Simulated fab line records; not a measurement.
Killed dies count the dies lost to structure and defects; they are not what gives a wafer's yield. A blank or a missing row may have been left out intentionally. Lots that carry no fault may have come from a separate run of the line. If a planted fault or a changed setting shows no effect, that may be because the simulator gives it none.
fab line records	flow sky130
record: lots: 14	wafers: 42	lastDay: 50
route steps=708 shown POLY_CUT@319 SD_P@326 RES_XHIGH@340 SD_N@353
lots untouched by any fault: they come from a run of this same line in which no faults occurred
startH: hours from the record's opening day to when the first of the lot's shown wafers began	waitH: hours from the lot's prior step to this one	" as in the row above	L1.1+2: several wafers, shown together as one row	- either no value or no given start	* or withheld: withheld	< > ~ a bound
route shown NAME@n: names a module that has steps shown in the file, with the first one's number in the route	usual: mean/standard deviation taken from wafers without a fault	same: alike in all rows	chamber/n: place in a boat	sites: per-site readings	_std_site: standard deviation across them	_edge_site: inner sites' mean taken away from outer sites' mean	radiusMm: for every site, how far away it sits from the centre of the wafer	mask NAME#n: copy n	behind: the tool/chamber that last shaped the wafer	hold: reason for holding the lot/hours on hold/outcome of the hold	device: which transistor (n, p or np) failed to switch	end of line: the route-end tests of the same wafers	step lacking rows: just its recipe	killed: dies lost to structure and defects at the first sort, not the wafer's yield	map: a wafer's dies, marking killed ones x, the rest . and places with no die _
set.NAME: the setting the step ran with; set.NAME@STEP: the setting that earlier step ran with	model.NAME: the simulator's own value behind a step, which no gauge read
steps of the route over a sample of lots; a table a step, a row a wafer
services: a tool's chamber out of use, with start hour (startH, from the record's first day; less than 0 if before it), hours out, and reason
== steps ==
step: SKY_POLY_CUT_STRIP_12
recipe: chemistry: O2/N2	powerW: 1400	pressureMtorr: 1500	platenTempC: withheld	o2FlowSccm: 3000	n2FlowSccm: 300	overashFraction: 0.5
usual: drypumpMotorCurrentA: 5.6/0.61	oesProductAu: 0.453/0.0046	stripTimeToEndpointS: 5.366/0.015
lot.wafer	tool	chamber	startH	waitH	drypumpMotorCurrentA	oesProductAu	rfHoursCounterH	stripTimeToEndpointS
L678.1	plasmaAsher-02	0	575.51	0.0	5.2	0.463	85	5.368
L678.5	"	0	"	"	5.2	0.452	-	5.376
L678.6	"	1	"	"	5.0	0.441	-	5.367
L680.1	plasmaAsher-03	1	603.71	0.0	6.2	0.450	79	5.378
L680.4	"	1	"	"	6.2	0.453	-	5.382
L680.5	"	1	"	"	6.2	0.455	-	5.371
L682.1	plasmaAsher-03	1	604.36	0.0	6.2	0.450	79	5.339
L682.4	"	1	"	"	6.2	0.450	-	5.353
L682.5	"	1	"	"	6.2	0.444	-	5.347
L681.1	plasmaAsher-02	0	604.52	0.0	5.2	0.452	87	5.356
L681.2	"	1	"	"	5.0	0.455	87	5.369
L681.6	"	0	"	"	5.2	0.460	-	5.375
L683.1	plasmaAsher-04	0	629.44	0.0	6.4	0.450	21	5.356
L683.3	"	1	"	"	4.8	0.453	-	5.394
L683.5	"	0	"	"	6.4	0.453	-	5.364
L686.1	plasmaAsher-04	0	650.77	0.0	6.4	0.452	24	5.360
L686.4	"	0	"	"	6.4	0.452	-	5.336
L686.6	"	1	"	"	4.8	0.451	-	5.353
L687.1	plasmaAsher-02	0	660.22	0.0	5.2	0.447	93	5.361
L687.2	"	1	"	"	4.9	0.457	93	5.376
L687.6	"	1	"	"	4.9	0.454	-	5.353
L688.4	plasmaAsher-04	0	661.41	0.1	6.4	0.449	-	5.346
L688.5	"	1	"	"	4.9	0.452	-	5.345
L688.6	"	0	"	"	6.4	0.448	-	5.362
L689.2	plasmaAsher-03	1	669.67	0.0	6.2	0.449	85	5.361
L689.4	"	1	"	"	6.2	0.456	-	5.370
L689.6	"	0	"	"	5.7	0.459	-	5.360
L691.2	plasmaAsher-04	0	695.66	0.0	6.4	0.447	28	5.380
L691.3	"	0	"	"	6.3	0.458	-	5.389
L691.5	"	1	"	"	4.8	0.460	-	5.374
L693.1	plasmaAsher-02	0	712.21	0.0	5.2	0.451	98	5.360
L693.2	"	1	"	"	4.9	0.456	98	5.350
L693.4	"	0	"	"	5.2	0.453	-	5.360
L692.2	plasmaAsher-04	1	714.04	0.0	4.8	0.453	30	5.377
L692.3	"	1	"	"	4.9	0.448	-	5.358
L692.4	"	0	"	"	6.4	0.455	-	5.328
L698.1	plasmaAsher-04	0	740.31	0.0	6.4	0.462	33	5.349
L698.2	"	1	"	"	4.8	0.452	33	5.373
L698.5	"	1	"	"	4.8	0.452	-	5.352
L699.1	plasmaAsher-03	0	746.81	0.0	5.7	0.463	93	5.330
L699.2	"	1	"	"	6.2	0.455	93	5.362
L699.4	"	0	"	"	5.7	0.457	-	5.358
step: SKY_SD_P_DEVELOP_06
recipe: resist: NOVOLAK	developer: TMAH	developTimeS: 60	devTempC: 23
usual: chillPlateTempC: 22.98/0.1	developTimeS: 60/0
lot.wafer	tool	chamber	startH	waitH	chillPlateTempC	developTimeS
L678.1	lithoTrack-03	0	604.27	0.1	22.88	60
L678.5	"	0	"	"	22.93	60
L678.6	"	0	"	"	23.05	60
L680.1	lithoTrack-04	0	631.20	0.1	23.10	60
L680.4	"	0	"	"	23.20	60
L680.5	"	0	"	"	23.08	60
L682.1	lithoTrack-02	0	633.09	0.1	22.85	60
L682.4	"	0	"	"	23.09	60
L682.5	"	0	"	"	23.00	60
L681.1	lithoTrack-03	0	633.62	0.1	22.75	60
L681.2	"	0	"	"	22.93	60
L681.6	"	0	"	"	22.92	60
L683.1	lithoTrack-02	0	656.99	0.1	23.06	60
L683.3	"	0	"	"	22.98	60
L683.5	"	0	"	"	23.04	60
L686.1	lithoTrack-02	0	678.59	0.1	22.91	60
L686.4	"	0	"	"	22.96	60
L686.6	"	0	"	"	22.79	60
L687.1	lithoTrack-04	0	688.05	0.1	22.94	60
L687.2	"	0	"	"	22.87	60
L687.6	"	0	"	"	22.80	60
L688.4	lithoTrack-02	0	689.32	0.1	22.95	60
L688.5	"	0	"	"	23.26	60
L688.6	"	0	"	"	23.21	60
L689.2	lithoTrack-04	0	697.52	0.1	22.96	60
L689.4	"	0	"	"	22.93	60
L689.6	"	0	"	"	22.90	60
L691.2	lithoTrack-03	0	722.89	0.1	23.11	60
L691.3	"	0	"	"	23.05	60
L691.5	"	0	"	"	22.89	60
L693.1	lithoTrack-03	0	740.22	0.1	22.99	60
L693.2	"	0	"	"	22.85	60
L693.4	"	0	"	"	22.69	60
L692.2	lithoTrack-02	0	742.07	0.1	23.18	60
L692.3	"	0	"	"	23.02	60
L692.4	"	0	"	"	22.98	60
L698.1	lithoTrack-02	-	767.44	0.1	-	-
L698.2	"	-	"	"	-	-
L698.5	"	-	"	"	-	-
L699.1	lithoTrack-04	-	773.95	0.1	-	-
L699.2	"	-	"	"	-	-
L699.4	"	-	"	"	-	-
step: SKY_RES_XHIGH_STRIP_08
recipe: chemistry: O2/N2	powerW: 1400	pressureMtorr: 1500	platenTempC: withheld	o2FlowSccm: 3000	n2FlowSccm: 300	overashFraction: 0.5
usual: drypumpMotorCurrentA: 5.6/0.38	oesProductAu: 0.711/0.0044	stripTimeToEndpointS: 14.28/0.033
lot.wafer	tool	chamber	startH	waitH	drypumpMotorCurrentA	oesProductAu	rfHoursCounterH	stripTimeToEndpointS
L678.1	plasmaAsher-02	0	634.00	0.1	5.2	0.713	90	14.23
L678.5	"	1	"	"	5.0	0.710	-	14.27
L678.6	"	0	"	"	5.2	0.710	-	14.25
L680.1	plasmaAsher-03	0	659.74	0.1	5.7	0.709	84	14.24
L680.4	"	0	"	"	5.7	0.710	-	14.21
L680.5	"	1	"	"	6.2	0.715	-	14.23
L682.1	plasmaAsher-01	0	660.84	0.1	5.8	0.710	50	14.25
L682.4	"	0	"	"	5.8	0.711	-	14.27
L682.5	"	1	"	"	5.7	0.711	-	14.22
L681.1	plasmaAsher-01	0	661.58	0.1	5.8	0.712	50	14.29
L681.2	"	1	"	"	5.7	0.710	50	14.29
L681.6	"	1	"	"	5.7	0.710	-	14.29
L683.1	plasmaAsher-01	1	686.00	0.1	5.6	0.710	52	14.36
L683.3	"	1	"	"	5.7	0.710	-	14.31
L683.5	"	1	"	"	5.6	0.708	-	14.34
L686.1	plasmaAsher-02	1	707.69	0.1	5.0	0.706	98	14.28
L686.4	"	0	"	"	5.2	0.712	-	14.24
L686.6	"	0	"	"	5.2	0.708	-	14.24
L687.1	plasmaAsher-03	0	716.54	0.1	5.7	0.705	90	14.28
L687.2	"	1	"	"	6.2	0.705	90	14.29
L687.6	"	1	"	"	6.2	0.706	-	14.28
L688.4	plasmaAsher-01	0	717.88	0.1	5.8	0.707	-	14.30
L688.5	"	1	"	"	5.6	0.710	-	14.33
L688.6	"	0	"	"	5.8	0.716	-	14.31
L689.2	plasmaAsher-02	0	726.49	0.1	5.2	0.710	99	14.25
L689.4	"	1	"	"	5.0	0.719	-	14.19
L689.6	"	0	"	"	5.2	0.705	-	14.24
L691.2	plasmaAsher-03	1	751.13	0.1	6.2	0.703	93	14.31
L691.3	"	0	"	"	5.7	0.715	-	14.30
L691.5	"	1	"	"	6.2	0.711	-	14.29
L693.1	plasmaAsher-03	1	768.05	0.1	6.2	0.713	95	14.29
L693.2	"	0	"	"	5.6	0.715	95	14.30
L693.4	"	0	"	"	5.7	0.713	-	14.34
L692.2	plasmaAsher-03	0	769.75	0.1	5.7	0.703	95	14.24
L692.3	"	0	"	"	5.7	0.711	-	14.25
L692.4	"	1	"	"	6.2	0.709	-	14.22
L698.1	plasmaAsher-01	1	795.59	0.1	5.7	0.719	63	14.30
L698.2	"	0	"	"	5.8	0.713	63	14.31
L698.5	"	0	"	"	5.8	0.708	-	14.28
L699.1	plasmaAsher-01	0	800.65	0.1	5.8	0.713	64	14.28
L699.2	"	1	"	"	5.7	0.720	64	14.28
L699.4	"	0	"	"	5.8	0.715	-	14.26
step: SKY_SD_N_STRIP_11
recipe: chemistry: O2/N2	powerW: 1400	pressureMtorr: 1500	platenTempC: withheld	o2FlowSccm: 3000	n2FlowSccm: 300	overashFraction: 0.5
usual: drypumpMotorCurrentA: 5.5/0.52	oesProductAu: 0.527/0.0045	stripTimeToEndpointS: 22.55/0.039
lot.wafer	tool	chamber	startH	waitH	drypumpMotorCurrentA	oesProductAu	rfHoursCounterH	stripTimeToEndpointS
L678.1	plasmaAsher-02	0	662.19	0.1	5.2	0.528	93	22.57
L678.5	"	1	"	"	5.0	0.530	-	22.65
L678.6	"	0	"	"	5.2	0.531	-	22.59
L680.1	plasmaAsher-02	0	688.87	0.1	5.2	0.528	96	22.52
L680.4	"	1	"	"	5.0	0.532	-	22.53
L680.5	"	1	"	"	5.0	0.528	-	22.53
L682.1	plasmaAsher-01	1	689.37	0.1	5.6	0.529	53	22.58
L682.4	"	1	"	"	5.6	0.528	-	22.63
L682.5	"	0	"	"	5.8	0.526	-	22.61
L681.1	plasmaAsher-02	1	690.57	0.1	5.0	0.524	96	22.52
L681.2	"	0	"	"	5.2	0.533	96	22.48
L681.6	"	1	"	"	4.9	0.522	-	22.50
L683.1	plasmaAsher-04	1	714.72	0.1	4.8	0.521	30	22.57
L683.3	"	0	"	"	6.4	0.531	-	22.55
L683.5	"	1	"	"	4.8	0.533	-	22.54
L686.1	plasmaAsher-01	1	736.12	0.1	5.6	0.531	57	22.55
L686.4	"	0	"	"	5.8	0.522	-	22.51
L686.6	"	1	"	"	5.6	0.520	-	22.52
L687.1	plasmaAsher-01	0	745.12	0.1	5.8	0.531	58	22.53
L687.2	"	1	"	"	5.7	0.522	58	22.59
L687.6	"	1	"	"	5.7	0.528	-	22.58
L688.4	plasmaAsher-02	1	746.53	0.1	5.0	0.528	-	22.59
L688.5	"	1	"	"	5.0	0.525	-	22.58
L688.6	"	0	"	"	5.2	0.525	-	22.61
L689.2	plasmaAsher-04	1	753.97	0.1	4.8	0.526	34	22.57
L689.4	"	0	"	"	6.4	0.531	-	22.56
L689.6	"	1	"	"	4.8	0.529	-	22.55
L691.2	plasmaAsher-04	0	778.91	0.1	6.4	0.524	37	22.56
L691.3	"	0	"	"	6.4	0.525	-	22.49
L691.5	"	1	"	"	4.8	0.531	-	22.55
L693.1	plasmaAsher-01	0	796.09	0.1	5.8	0.519	63	22.58
L693.2	"	1	"	"	5.6	0.523	63	22.59
L693.4	"	0	"	"	5.8	0.529	-	22.52
L692.2	plasmaAsher-01	0	797.60	0.1	5.8	0.536	64	22.56
L692.3	"	1	"	"	5.6	0.526	-	22.53
L692.4	"	0	"	"	5.8	0.526	-	22.52
L698.1	plasmaAsher-01	1	822.48	0.1	5.6	0.529	66	22.55
L698.2	"	0	"	"	5.8	0.527	66	22.55
L698.5	"	0	"	"	5.8	0.530	-	22.50
L699.1	plasmaAsher-04	1	827.79	0.1	4.9	0.533	42	22.54
L699.2	"	0	"	"	6.4	0.526	42	22.54
L699.4	"	1	"	"	4.8	0.533	-	22.55
== services ==
tool	chamber	startH	hours	kind
plasmaAsher-03	-	611.88	1.6	repair
plasmaAsher-04	-	624.97	0.8	repair
lithoTrack-03	-	708.12	-	consumableReplace:filter
plasmaAsher-02	-	733.75	9.0	pm
plasmaAsher-02	0	733.75	9.0	ventCycle
plasmaAsher-02	1	733.75	9.0	ventCycle
plasmaAsher-02	0	742.75	-	clean
plasmaAsher-02	1	742.75	-	clean
plasmaAsher-01	-	813.14	0.8	repair
plasmaAsher-03	-	813.62	2.5	repair
plasmaAsher-02	-	816.41	42.7	repair
== key ==
firstSign: step: SKY_SD_P_DEVELOP_06	reading: toolRecord	direction: missing
effect none on later readings
metAt SKY_SD_P_DEVELOP_06
struckLots L698,L699
sortLeftOut L698.1,L698.2,L698.5,L699.1,L699.2,L699.4
testerLeftOut L698,L699
notActingAt SKY_POLY_CUT_STRIP_12,SKY_RES_XHIGH_STRIP_08,SKY_SD_N_STRIP_11
onsetBetween 742.07 767.44
fault: kind: skippedStepWhole	tool: lithoTrack-02,lithoTrack-04	chamber: -	onsetH: 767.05	steps: SKY_SD_P_DEVELOP_06	scope: struckLotsOnly
testerLeftOut: of these lots the tester's yield and bins aren't shown, on N5 and GAA mostly nor the transistor test; their killed dies are dies lost to structure and defects alone, not to doping, threshold or leakage, so they don't give the yield
sortLeftOut: the simulated sort isn't trusted on such a fault, so these wafers' sort isn't shown, and their yield isn't known
